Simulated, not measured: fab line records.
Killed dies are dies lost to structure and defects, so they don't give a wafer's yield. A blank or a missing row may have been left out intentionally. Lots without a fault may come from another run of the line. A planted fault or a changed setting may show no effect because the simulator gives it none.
fab line records / flow sky130 / part 2 of 2: steps 28 to 40 of 40
record lots=5 wafers=15 last_day=50
route steps=708 shown VIA2@519 METAL3@532 CAPM@537
lots that met no fault: from a run of the same line without faults
start_h: start of the lot's first displayed wafer, in hours after the record's first day / wait_h: hours from the lot's prior step to this one / " identical to the entry in the row above / L1.1+2: one row covering several wafers at once / - no value present, or no start provided / * or withheld: withheld / < > ~ a bound
route shown NAME@n: names a module that has steps shown in the file, with the first one's number in the route / usual: average and standard deviation across the fault-free wafers / same: alike in all rows / chamber/n: place in a boat / sites: the reading at each site / _std_site: standard deviation across them / _edge_site: the outer-site mean with the inner-site mean subtracted / radius_mm: for every site, how far away it sits from the centre of the wafer / mask NAME#n: copy n / behind: tool/chamber where the wafer was last shaped / hold: what put the lot on hold/how long, in hours/how the hold closed / device: names the non-switching transistor (n, p or np) / end of line: tests run on the same wafers once the route is complete / a step with no rows: only its recipe / killed: dies lost to structure and defects at the first sort, not the wafer's yield / map: a wafer's dies, x killed, . not, _ none there
set.NAME: setting as actually run; set.NAME@STEP: the setting as run at that earlier step / model.NAME: the simulator's own value behind a step, which no gauge read
a table for each step, a row for each wafer; lots at some steps of the route
services: from which hour (start_h, from the record's first day; less than 0 if before it) a tool's chamber was out of use, for how many hours, and why
## steps
# step SKY_CAPM_EXPOSE_09
# recipe mask_id=CAPM na=0.6 source_shape=conventional sigma_outer=0.6 polarization=unpolarized target_cd_nm=1000 dose_mj=159
# usual exposure_dose_mJ_cm2=159.03/0.15
lot.wafer=L076.1 tool=iline_stepper-01 chamber=0 start_h=- wait_h=- mask=CAPM#0 exposure_dose_mJ_cm2=159.10
lot.wafer=L076.3 tool=iline_stepper-01 chamber=0 start_h=- wait_h=- mask=CAPM#0 exposure_dose_mJ_cm2=158.94
lot.wafer=L076.4 tool=iline_stepper-01 chamber=0 start_h=- wait_h=- mask=CAPM#0 exposure_dose_mJ_cm2=158.89
lot.wafer=L078.2 tool=iline_stepper-02 chamber=0 start_h=- wait_h=- mask=CAPM#0 exposure_dose_mJ_cm2=159.03
lot.wafer=L078.3 tool=iline_stepper-02 chamber=0 start_h=- wait_h=- mask=CAPM#0 exposure_dose_mJ_cm2=159.35
lot.wafer=L078.6 tool=iline_stepper-02 chamber=0 start_h=- wait_h=- mask=CAPM#0 exposure_dose_mJ_cm2=159.16
lot.wafer=L085.1 tool=iline_stepper-02 chamber=0 start_h=- wait_h=- mask=CAPM#0 exposure_dose_mJ_cm2=159.04
lot.wafer=L085.4 tool=iline_stepper-02 chamber=0 start_h=- wait_h=- mask=CAPM#0 exposure_dose_mJ_cm2=159.11
lot.wafer=L085.6 tool=iline_stepper-02 chamber=0 start_h=- wait_h=- mask=CAPM#0 exposure_dose_mJ_cm2=159.06
lot.wafer=L094.1 tool=iline_stepper-01 chamber=0 start_h=- wait_h=- mask=CAPM#0 exposure_dose_mJ_cm2=159.16
lot.wafer=L094.3 tool=iline_stepper-01 chamber=0 start_h=- wait_h=- mask=CAPM#0 exposure_dose_mJ_cm2=159.18
lot.wafer=L094.6 tool=iline_stepper-01 chamber=0 start_h=- wait_h=- mask=CAPM#0 exposure_dose_mJ_cm2=159.29
lot.wafer=L096.3 tool=iline_stepper-02 chamber=0 start_h=- wait_h=- mask=CAPM#0 exposure_dose_mJ_cm2=158.93
lot.wafer=L096.4 tool=iline_stepper-02 chamber=0 start_h=- wait_h=- mask=CAPM#0 exposure_dose_mJ_cm2=158.83
lot.wafer=L096.6 tool=iline_stepper-02 chamber=0 start_h=- wait_h=- mask=CAPM#0 exposure_dose_mJ_cm2=159.01
# step SKY_CAPM_PEB_10
# recipe temp_c=withheld time_s=* resist=NOVOLAK
lot.wafer=L076.1+3+4 tool=litho_track-04 chamber=0 start_h=- wait_h=-
lot.wafer=L078.2+3+6 tool=litho_track-04 chamber=0 start_h=- wait_h=-
lot.wafer=L085.1+4+6 tool=litho_track-02 chamber=0 start_h=- wait_h=-
lot.wafer=L094.1+3+6 tool=litho_track-03 chamber=0 start_h=- wait_h=-
lot.wafer=L096.3+4+6 tool=litho_track-02 chamber=0 start_h=- wait_h=-
# step SKY_CAPM_DEVELOP_11
# recipe resist=NOVOLAK developer=TMAH develop_time_s=60 dev_temp_c=23
lot.wafer=L076.1+3+4 tool=litho_track-04 chamber=0 start_h=928.73 wait_h=0.1
lot.wafer=L078.2+3+6 tool=litho_track-04 chamber=0 start_h=932.36 wait_h=0.1
lot.wafer=L085.1+4+6 tool=litho_track-02 chamber=0 start_h=985.27 wait_h=0.1
lot.wafer=L094.1+3+6 tool=litho_track-03 chamber=0 start_h=1029.94 wait_h=0.1
lot.wafer=L096.3+4+6 tool=litho_track-02 chamber=0 start_h=1037.17 wait_h=0.1
# step SKY_CAPM_OVL_MEAS_12
# usual CAPM_OVL=-1.2/1.7
lot.wafer=L076.1 tool=overlay-02 chamber=- start_h=928.88 wait_h=0.1 CAPM_OVL[nm]=-1.1
lot.wafer=L076.3 tool=overlay-02 chamber=- start_h=928.88 wait_h=0.1 CAPM_OVL[nm]=-0.5
lot.wafer=L076.4 tool=overlay-02 chamber=- start_h=928.88 wait_h=0.1 CAPM_OVL[nm]=0.5
lot.wafer=L078.2 tool=overlay-02 chamber=- start_h=932.49 wait_h=0.1 CAPM_OVL[nm]=-2.6
lot.wafer=L078.3 tool=overlay-02 chamber=- start_h=932.49 wait_h=0.1 CAPM_OVL[nm]=-1.8
lot.wafer=L078.6 tool=overlay-02 chamber=- start_h=932.49 wait_h=0.1 CAPM_OVL[nm]=-0.1
lot.wafer=L085.1 tool=overlay-02 chamber=- start_h=985.42 wait_h=0.1 CAPM_OVL[nm]=-2.4
lot.wafer=L085.4 tool=overlay-02 chamber=- start_h=985.42 wait_h=0.1 CAPM_OVL[nm]=-2.7
lot.wafer=L085.6 tool=overlay-02 chamber=- start_h=985.42 wait_h=0.1 CAPM_OVL[nm]=-0.6
lot.wafer=L094.1 tool=overlay-02 chamber=- start_h=1030.09 wait_h=0.1 CAPM_OVL[nm]=-1.1
lot.wafer=L094.3 tool=overlay-02 chamber=- start_h=1030.09 wait_h=0.1 CAPM_OVL[nm]=-2.5
lot.wafer=L094.6 tool=overlay-02 chamber=- start_h=1030.09 wait_h=0.1 CAPM_OVL[nm]=-1.4
lot.wafer=L096.3 tool=overlay-02 chamber=- start_h=1037.29 wait_h=0.1 CAPM_OVL[nm]=-2.6
lot.wafer=L096.4 tool=overlay-02 chamber=- start_h=1037.29 wait_h=0.1 CAPM_OVL[nm]=-0.2
lot.wafer=L096.6 tool=overlay-02 chamber=- start_h=1037.29 wait_h=0.1 CAPM_OVL[nm]=-3.4
# step SKY_CAPM_METAL_ETCH_13
# recipe target_depth_nm=220 stop_on=SiO2 chemistry=Cl2/BCl3 target=TiN pressure_mtorr=10 icp_w=900 bias_w=48.5 Cl2_flow_sccm=60 bcl3_flow_sccm=30 time_s=62.9
# usual drypump_motor_current_A=5.5/0.63 mfc_cl2_sccm=59.98/0.18 oes_product_au=0.941/0.0081 throttle_valve_pct=21.902/0.0089
lot.wafer=L076.1 tool=rie_metal-03 chamber=1 start_h=928.92 wait_h=0.0 drypump_motor_current_A=5.0 mfc_cl2_sccm=60.08 oes_product_au=0.934 rf_hours_counter_h=2 throttle_valve_pct=21.907
lot.wafer=L076.3 tool=rie_metal-03 chamber=1 start_h=928.92 wait_h=0.0 drypump_motor_current_A=5.0 mfc_cl2_sccm=59.87 oes_product_au=0.928 rf_hours_counter_h=- throttle_valve_pct=21.891
lot.wafer=L076.4 tool=rie_metal-03 chamber=0 start_h=928.92 wait_h=0.0 drypump_motor_current_A=5.3 mfc_cl2_sccm=59.56 oes_product_au=0.924 rf_hours_counter_h=- throttle_valve_pct=21.909
lot.wafer=L078.2 tool=rie_metal-01 chamber=0 start_h=932.55 wait_h=0.0 drypump_motor_current_A=6.3 mfc_cl2_sccm=60.12 oes_product_au=0.933 rf_hours_counter_h=- throttle_valve_pct=21.909
lot.wafer=L078.3 tool=rie_metal-01 chamber=0 start_h=932.55 wait_h=0.0 drypump_motor_current_A=6.4 mfc_cl2_sccm=60.18 oes_product_au=0.939 rf_hours_counter_h=- throttle_valve_pct=21.915
lot.wafer=L078.6 tool=rie_metal-01 chamber=0 start_h=932.55 wait_h=0.0 drypump_motor_current_A=6.3 mfc_cl2_sccm=60.13 oes_product_au=0.943 rf_hours_counter_h=- throttle_valve_pct=21.900
lot.wafer=L085.1 tool=rie_metal-03 chamber=1 start_h=985.46 wait_h=0.0 drypump_motor_current_A=5.0 mfc_cl2_sccm=59.97 oes_product_au=0.950 rf_hours_counter_h=5 throttle_valve_pct=21.912
lot.wafer=L085.4 tool=rie_metal-03 chamber=1 start_h=985.46 wait_h=0.0 drypump_motor_current_A=4.9 mfc_cl2_sccm=59.87 oes_product_au=0.942 rf_hours_counter_h=- throttle_valve_pct=21.895
lot.wafer=L085.6 tool=rie_metal-03 chamber=0 start_h=985.46 wait_h=0.0 drypump_motor_current_A=5.3 mfc_cl2_sccm=59.88 oes_product_au=0.945 rf_hours_counter_h=- throttle_valve_pct=21.906
lot.wafer=L094.1 tool=rie_metal-01 chamber=1 start_h=1030.12 wait_h=0.0 drypump_motor_current_A=4.7 mfc_cl2_sccm=60.22 oes_product_au=0.958 rf_hours_counter_h=5 throttle_valve_pct=21.893
lot.wafer=L094.3 tool=rie_metal-01 chamber=0 start_h=1030.12 wait_h=0.0 drypump_motor_current_A=6.3 mfc_cl2_sccm=59.94 oes_product_au=0.942 rf_hours_counter_h=- throttle_valve_pct=21.914
lot.wafer=L094.6 tool=rie_metal-01 chamber=1 start_h=1030.12 wait_h=0.0 drypump_motor_current_A=4.7 mfc_cl2_sccm=59.81 oes_product_au=0.940 rf_hours_counter_h=- throttle_valve_pct=21.904
lot.wafer=L096.3 tool=rie_metal-03 chamber=0 start_h=1037.34 wait_h=0.0 drypump_motor_current_A=5.3 mfc_cl2_sccm=60.12 oes_product_au=0.950 rf_hours_counter_h=- throttle_valve_pct=21.899
lot.wafer=L096.4 tool=rie_metal-03 chamber=1 start_h=1037.34 wait_h=0.0 drypump_motor_current_A=4.9 mfc_cl2_sccm=59.85 oes_product_au=0.936 rf_hours_counter_h=- throttle_valve_pct=21.922
lot.wafer=L096.6 tool=rie_metal-03 chamber=0 start_h=1037.34 wait_h=0.0 drypump_motor_current_A=5.3 mfc_cl2_sccm=59.94 oes_product_au=0.945 rf_hours_counter_h=- throttle_valve_pct=21.907
# step SKY_CAPM_STRIP_14
# recipe chemistry=O2/N2 power_w=1400 pressure_mtorr=1500 platen_temp_c=withheld o2_flow_sccm=3000 n2_flow_sccm=300 overash_fraction=0.5
# usual drypump_motor_current_A=5.9/0.59 oes_product_au=0.710/0.0042 strip_time_to_endpoint_s=12.64/0.048
lot.wafer=L076.1 tool=plasma_asher-01 chamber=0 start_h=929.00 wait_h=0.1 drypump_motor_current_A=5.1 oes_product_au=0.710 rf_hours_counter_h=81 strip_time_to_endpoint_s=12.52
lot.wafer=L076.3 tool=plasma_asher-01 chamber=0 start_h=929.00 wait_h=0.1 drypump_motor_current_A=5.1 oes_product_au=0.707 rf_hours_counter_h=- strip_time_to_endpoint_s=12.56
lot.wafer=L076.4 tool=plasma_asher-01 chamber=1 start_h=929.00 wait_h=0.1 drypump_motor_current_A=5.6 oes_product_au=0.706 rf_hours_counter_h=- strip_time_to_endpoint_s=12.55
lot.wafer=L078.2 tool=plasma_asher-01 chamber=0 start_h=932.68 wait_h=0.1 drypump_motor_current_A=5.1 oes_product_au=0.710 rf_hours_counter_h=81 strip_time_to_endpoint_s=12.61
lot.wafer=L078.3 tool=plasma_asher-01 chamber=1 start_h=932.68 wait_h=0.1 drypump_motor_current_A=5.6 oes_product_au=0.709 rf_hours_counter_h=- strip_time_to_endpoint_s=12.62
lot.wafer=L078.6 tool=plasma_asher-01 chamber=1 start_h=932.68 wait_h=0.1 drypump_motor_current_A=5.6 oes_product_au=0.706 rf_hours_counter_h=- strip_time_to_endpoint_s=12.58
lot.wafer=L085.1 tool=plasma_asher-01 chamber=1 start_h=985.54 wait_h=0.1 drypump_motor_current_A=5.6 oes_product_au=0.703 rf_hours_counter_h=87 strip_time_to_endpoint_s=12.72
lot.wafer=L085.4 tool=plasma_asher-01 chamber=1 start_h=985.54 wait_h=0.1 drypump_motor_current_A=5.6 oes_product_au=0.715 rf_hours_counter_h=- strip_time_to_endpoint_s=12.70
lot.wafer=L085.6 tool=plasma_asher-01 chamber=0 start_h=985.54 wait_h=0.1 drypump_motor_current_A=5.1 oes_product_au=0.705 rf_hours_counter_h=- strip_time_to_endpoint_s=12.66
lot.wafer=L094.1 tool=plasma_asher-01 chamber=1 start_h=1030.20 wait_h=0.1 drypump_motor_current_A=5.6 oes_product_au=0.709 rf_hours_counter_h=92 strip_time_to_endpoint_s=12.69
lot.wafer=L094.3 tool=plasma_asher-01 chamber=1 start_h=1030.20 wait_h=0.1 drypump_motor_current_A=5.6 oes_product_au=0.708 rf_hours_counter_h=- strip_time_to_endpoint_s=12.61
lot.wafer=L094.6 tool=plasma_asher-01 chamber=0 start_h=1030.20 wait_h=0.1 drypump_motor_current_A=5.1 oes_product_au=0.708 rf_hours_counter_h=- strip_time_to_endpoint_s=12.66
lot.wafer=L096.3 tool=plasma_asher-04 chamber=0 start_h=1037.42 wait_h=0.1 drypump_motor_current_A=6.5 oes_product_au=0.708 rf_hours_counter_h=- strip_time_to_endpoint_s=12.64
lot.wafer=L096.4 tool=plasma_asher-04 chamber=1 start_h=1037.42 wait_h=0.1 drypump_motor_current_A=6.3 oes_product_au=0.710 rf_hours_counter_h=- strip_time_to_endpoint_s=12.61
lot.wafer=L096.6 tool=plasma_asher-04 chamber=1 start_h=1037.42 wait_h=0.1 drypump_motor_current_A=6.3 oes_product_au=0.720 rf_hours_counter_h=- strip_time_to_endpoint_s=12.64
# step SKY_CAPM_STRIP_15
# recipe chemistry=post_etch_residue_remover time_s=1200 temp_c=72.5
lot.wafer=L076.1+3+4 tool=wet_bench-02 chamber=1 start_h=929.10 wait_h=0.1
lot.wafer=L078.2+3+6 tool=wet_bench-04 chamber=0 start_h=932.78 wait_h=0.1
lot.wafer=L085.1+4+6 tool=wet_bench-01 chamber=3 start_h=985.64 wait_h=0.1
lot.wafer=L094.1+3+6 tool=wet_bench-01 chamber=3 start_h=1030.30 wait_h=0.1
lot.wafer=L096.3+4+6 tool=wet_bench-02 chamber=3 start_h=1037.49 wait_h=0.0
# step SKY_CAPM_CLEAN_16
# recipe chemistry=IPA time_s=180 temp_c=25
lot.wafer=L076.1+3+4 tool=wet_bench-01 chamber=0 start_h=929.44 wait_h=0.0
lot.wafer=L078.2+3+6 tool=wet_bench-04 chamber=1 start_h=933.12 wait_h=0.0
lot.wafer=L085.1+4+6 tool=wet_bench-04 chamber=3 start_h=985.98 wait_h=0.0
lot.wafer=L094.1+3+6 tool=wet_bench-02 chamber=1 start_h=1030.64 wait_h=0.0
lot.wafer=L096.3+4+6 tool=wet_bench-04 chamber=0 start_h=1037.83 wait_h=0.0
# step SKY_CAPM_CLEAN_17
# recipe chemistry=O3/DIW dry=n2_spin
lot.wafer=L076.1+3+4 tool=wet_bench-04 chamber=1 start_h=929.56 wait_h=0.0
lot.wafer=L078.2+3+6 tool=wet_bench-04 chamber=1 start_h=933.18 wait_h=0.0
lot.wafer=L085.1+4+6 tool=wet_bench-04 chamber=1 start_h=986.04 wait_h=0.0
lot.wafer=L094.1+3+6 tool=wet_bench-01 chamber=1 start_h=1030.70 wait_h=0.0
lot.wafer=L096.3+4+6 tool=wet_bench-02 chamber=3 start_h=1037.89 wait_h=0.0
# step SKY_METAL3_DEHYDRATE_05
# recipe temp_c=200 time_s=60
lot.wafer=L076.1+3+4 tool=litho_track-02 chamber=0 start_h=941.32 wait_h=11.7
lot.wafer=L078.2+3+6 tool=litho_track-04 chamber=0 start_h=944.86 wait_h=11.6
lot.wafer=L085.1+4+6 tool=litho_track-01 chamber=0 start_h=996.61 wait_h=10.5
lot.wafer=L094.1+3+6 tool=litho_track-02 chamber=0 start_h=1039.92 wait_h=9.1
lot.wafer=L096.3+4+6 tool=litho_track-01 chamber=0 start_h=1046.36 wait_h=8.4
# step SKY_METAL3_HMDS_06
# recipe prime_time_s=60 prime_temp_c=120
lot.wafer=L076.1+3+4 tool=litho_track-02 chamber=0 start_h=941.47 wait_h=0.1
lot.wafer=L078.2+3+6 tool=litho_track-04 chamber=0 start_h=945.01 wait_h=0.1
lot.wafer=L085.1+4+6 tool=litho_track-01 chamber=0 start_h=996.76 wait_h=0.1
lot.wafer=L094.1+3+6 tool=litho_track-02 chamber=0 start_h=1040.07 wait_h=0.1
lot.wafer=L096.3+4+6 tool=litho_track-01 chamber=0 start_h=1046.51 wait_h=0.1
# step SKY_METAL3_COAT_07
# recipe resist=BARC temp_c=withheld time_s=withheld spin_rpm=3000 resist_thk_nm=60
lot.wafer=L076.1+3+4 tool=litho_track-02 chamber=0 start_h=941.62 wait_h=0.1
lot.wafer=L078.2+3+6 tool=litho_track-04 chamber=0 start_h=945.16 wait_h=0.1
lot.wafer=L085.1+4+6 tool=litho_track-01 chamber=0 start_h=996.91 wait_h=0.1
lot.wafer=L094.1+3+6 tool=litho_track-02 chamber=0 start_h=1040.22 wait_h=0.1
lot.wafer=L096.3+4+6 tool=litho_track-01 chamber=0 start_h=1046.66 wait_h=0.1
# step SKY_METAL3_COAT_08
# recipe resist=KrF-thick spin_rpm=3000 resist_thk_nm=1140
lot.wafer=L076.1+3+4 tool=litho_track-02 chamber=0 start_h=- wait_h=-
lot.wafer=L078.2+3+6 tool=litho_track-04 chamber=0 start_h=- wait_h=-
lot.wafer=L085.1+4+6 tool=litho_track-01 chamber=0 start_h=- wait_h=-
lot.wafer=L094.1+3+6 tool=litho_track-02 chamber=0 start_h=- wait_h=-
lot.wafer=L096.3+4+6 tool=litho_track-01 chamber=0 start_h=- wait_h=-
## services
tool=pecvd-01 chamber=- start_h=884.23 hours=14.6 kind=pm
tool=cmp-01 chamber=- start_h=892.83 hours=0.6 kind=repair
tool=rie_diel-03 chamber=1 start_h=903.36 hours=2.0 kind=repair
tool=cvd_w-01 chamber=- start_h=904.00 hours=14.0 kind=pm
tool=pecvd-01 chamber=- start_h=905.82 hours=0.4 kind=repair
tool=cmp-01 chamber=- start_h=912.00 hours=4.0 kind=pm
tool=pvd_sputter-03 chamber=- start_h=922.83 hours=1.7 kind=repair
tool=pvd_sputter-02 chamber=- start_h=929.69 hours=2.3 kind=repair
tool=cvd_w-01 chamber=- start_h=931.59 hours=0.4 kind=repair
tool=iline_stepper-02 chamber=- start_h=950.13 hours=4.4 kind=pm
tool=wet_bench-02 chamber=- start_h=953.94 hours=5.7 kind=repair
tool=iline_stepper-02 chamber=- start_h=961.39 hours=1.5 kind=repair
tool=cmp-01 chamber=- start_h=967.97 hours=1.1 kind=repair
tool=pvd_sputter-03 chamber=- start_h=972.80 hours=3.2 kind=repair
tool=rie_diel-04 chamber=0 start_h=978.09 hours=6.8 kind=repair
tool=rie_diel-04 chamber=2 start_h=980.28 hours=8.7 kind=repair
tool=cmp-01 chamber=- start_h=982.20 hours=3.0 kind=repair
tool=wet_bench-02 chamber=- start_h=982.85 hours=27.1 kind=pm
tool=iline_stepper-02 chamber=- start_h=985.98 hours=1.7 kind=pm
tool=pvd_sputter-03 chamber=- start_h=996.23 hours=3.2 kind=repair
tool=rie_diel-03 chamber=3 start_h=1002.08 hours=14.8 kind=repair
tool=rie_diel-04 chamber=2 start_h=1005.42 hours=19.4 kind=repair
tool=pvd_sputter-03 chamber=- start_h=1031.74 hours=4.6 kind=repair
tool=pvd_sputter-02 chamber=- start_h=1035.07 hours=0.5 kind=repair
